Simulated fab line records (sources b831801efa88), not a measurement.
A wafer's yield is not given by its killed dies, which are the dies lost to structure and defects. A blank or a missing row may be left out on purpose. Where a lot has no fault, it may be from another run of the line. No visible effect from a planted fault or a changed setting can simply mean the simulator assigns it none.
Which tool was responsible? + flow gf180mcu + 13 lots, 39 wafers sampled, at 4 steps of a route of 602

WHAT THE GAUGES READ, wafer by wafer
GF_VT_IMPLANT_RS_MEAS_46: the measuring method here is four-point-probe. Usual: for MVSD_RS the level is 457.0 ohm/sq and the standard deviation is 1.2.
| lot  | measured     | on            | MVSD_RS (ohm/sq)  | flag |
|------|--------------|---------------|-------------------|------|
| L639 | day 7 14:28  | film metro-04 | 456.2 456.0 455.3 |      |
| L640 | day 7 20:14  | film metro-01 | 459.2 457.3 458.7 |      |
| L643 | day 8 14:43  | film metro-02 | 457.6 458.2 459.2 |      |
| L647 | day 9 16:33  | film metro-04 | 457.9 455.3 454.4 |      |
| L648 | day 10 00:16 | film metro-01 | 456.5 457.9 456.1 |      |
| L652 | day 11 07:41 | film metro-01 | 457.2 458.0 459.7 |      |
| L655 | day 11 23:47 | film metro-01 | 459.4 458.5 458.5 |      |
| L657 | day 12 10:46 | film metro-04 | 456.7 456.9 456.1 |      |
| L658 | day 12 23:35 | film metro-04 | 457.8 456.8 457.4 |      |
| L659 | day 13 05:31 | film metro-01 | 455.9 456.2 455.5 |      |
| L660 | day 13 12:31 | film metro-02 | 456.4 456.7 455.0 |      |
| L661 | day 13 16:41 | film metro-02 | 456.8 455.7 457.1 |      |
| L662 | day 14 00:05 | film metro-04 | 460.3 458.1 458.3 |      |

GF_VT_IMPLANT_RS_MEAS_48: the measuring method here is four-point-probe. Usual: for LVPWELL_RS the level is 1198 ohm/sq and the standard deviation is 3.6.
| lot  | measured     | on            | LVPWELL_RS (ohm/sq) | flag |
|------|--------------|---------------|---------------------|------|
| L639 | day 7 14:43  | film metro-04 | 1195 1194 1193      |      |
| L640 | day 7 20:29  | film metro-01 | 1197 1197 1202      |      |
| L643 | day 8 14:58  | film metro-02 | 1195 1193 1198      |      |
| L647 | day 9 16:47  | film metro-04 | 1235 1238 1237      | OFF  |
| L648 | day 10 00:31 | film metro-01 | 1243 1246 1241      | OFF  |
| L652 | day 11 07:56 | film metro-01 | 1204 1198 1202      |      |
| L655 | day 12 00:02 | film metro-01 | 1204 1203 1201      |      |
| L657 | day 12 11:01 | film metro-04 | 1200 1200 1201      |      |
| L658 | day 12 23:50 | film metro-04 | 1200 1202 1198      |      |
| L659 | day 13 05:46 | film metro-01 | 1196 1195 1195      |      |
| L660 | day 13 12:46 | film metro-02 | 1194 1194 1195      |      |
| L661 | day 13 16:56 | film metro-02 | 1194 1191 1195      |      |
| L662 | day 14 00:19 | film metro-04 | 1196 1198 1198      |      |

GF_VT_IMPLANT_RS_MEAS_49: the measuring method here is four-point-probe. Usual: for MVPSD_RS the level is 1170 ohm/sq and the standard deviation is 3.1.
| lot  | measured     | on            | MVPSD_RS (ohm/sq) | flag |
|------|--------------|---------------|-------------------|------|
| L639 | day 7 14:50  | film metro-04 | 1171 1169 1169    |      |
| L640 | day 7 20:36  | film metro-01 | 1167 1169 1169    |      |
| L643 | day 8 15:05  | film metro-02 | 1165 1170 1166    |      |
| L647 | day 9 16:55  | film metro-04 | 1170 1166 1169    |      |
| L648 | day 10 00:38 | film metro-01 | 1176 1175 1169    |      |
| L652 | day 11 08:03 | film metro-01 | 1173 1172 1174    |      |
| L655 | day 12 00:09 | film metro-01 | 1173 1170 1174    |      |
| L657 | day 12 11:08 | film metro-04 | 1166 1168 1166    |      |
| L658 | day 12 23:57 | film metro-04 | 1169 1166 1171    |      |
| L659 | day 13 05:53 | film metro-01 | 1167 1168 1166    |      |
| L660 | day 13 12:53 | film metro-02 | 1171 1168 1169    |      |
| L661 | day 13 17:03 | film metro-02 | 1167 1171 1171    |      |
| L662 | day 14 00:26 | film metro-04 | 1174 1172 1172    |      |

EACH LOT AND THE TOOL THAT RAN IT (in order: tool; ch and the chambers of the sampled wafers; start)
| lot  | GF_LVPWELL_IMPLANT_09          |
|------|--------------------------------|
| L639 | implanter-04 ch 0, day 3 22:44 |
| L640 | implanter-04 ch 0, day 4 03:27 |
| L643 | implanter-02 ch 0, day 4 18:41 |
| L647 | implanter-04 ch 0, day 5 16:38 |
| L648 | implanter-04 ch 0, day 5 22:34 |
| L652 | implanter-02 ch 0, day 7 01:02 |
| L655 | implanter-03 ch 0, day 7 14:49 |
| L657 | implanter-03 ch 0, day 8 01:20 |
| L658 | implanter-04 ch 0, day 8 11:17 |
| L659 | implanter-03 ch 0, day 8 16:04 |
| L660 | implanter-03 ch 0, day 8 20:04 |
| L661 | implanter-02 ch 0, day 9 01:23 |
| L662 | implanter-03 ch 0, day 9 07:23 |
- GF_LVPWELL_IMPLANT_09

WHAT THE TOOLS THEMSELVES READ (means of the sampled wafers that have a number; where no wafer has one, the mark that the record gives instead)
GF_LVPWELL_IMPLANT_09. Usual: dose ions cm2 5.001e+12, standard deviation 4.9e+09; faraday current uA 28.2, standard deviation 0.58.
| lot  | tool         | dose ions cm2 | faraday current uA | flag |
|------|--------------|---------------|--------------------|------|
| L639 | implanter-04 | 5.001e+12     | 28.3               |      |
| L640 | implanter-04 | 4.997e+12     | 28.3               |      |
| L643 | implanter-02 | 5.001e+12     | 27.9               |      |
| L647 | implanter-04 | 4.125e+12     | 22.9               | OFF  |
| L648 | implanter-04 | 4.130e+12     | 23.1               | OFF  |
| L652 | implanter-02 | 4.996e+12     | 28.0               |      |
| L655 | implanter-03 | 5.008e+12     | 27.9               |      |
| L657 | implanter-03 | 5.003e+12     | 28.3               |      |
| L658 | implanter-04 | 5.001e+12     | 28.6               |      |
| L659 | implanter-03 | 5.002e+12     | 28.3               |      |
| L660 | implanter-03 | 5.001e+12     | 28.2               |      |
| L661 | implanter-02 | 4.997e+12     | 28.4               |      |
| L662 | implanter-03 | 5.005e+12     | 28.0               |      |

THE ANSWER, worked out from the rows above alone
Rule: a lot counts as off when the mean over its wafers that have a number is more than 3 standard deviations away from the usual mean. Also off: a lot with no number at a reading for which 4 or more lots have one. All remaining lots with rows at the step are treated as sound. After the gauges, taken in route order, come the tools' own readings; for these a lot's mean is taken, as printed above. At the first step where some lot is off, the reading lying furthest off is the one used; lots without a number count as furthest.
Off: L647, L648, at GF_VT_IMPLANT_RS_MEAS_48 (LVPWELL_RS).
If a tool, at a process step before that reading, ran all the lots that are off and no sound lot after the first of them, it fits. The gauges at GF_VT_IMPLANT_RS_MEAS_48 aren't tried: what is off there is off at GF_LVPWELL_IMPLANT_09 too, on other tools, and a gauge's error can't cause that. None of those tried fits.

WHAT THE SIMULATOR HAD INSERTED
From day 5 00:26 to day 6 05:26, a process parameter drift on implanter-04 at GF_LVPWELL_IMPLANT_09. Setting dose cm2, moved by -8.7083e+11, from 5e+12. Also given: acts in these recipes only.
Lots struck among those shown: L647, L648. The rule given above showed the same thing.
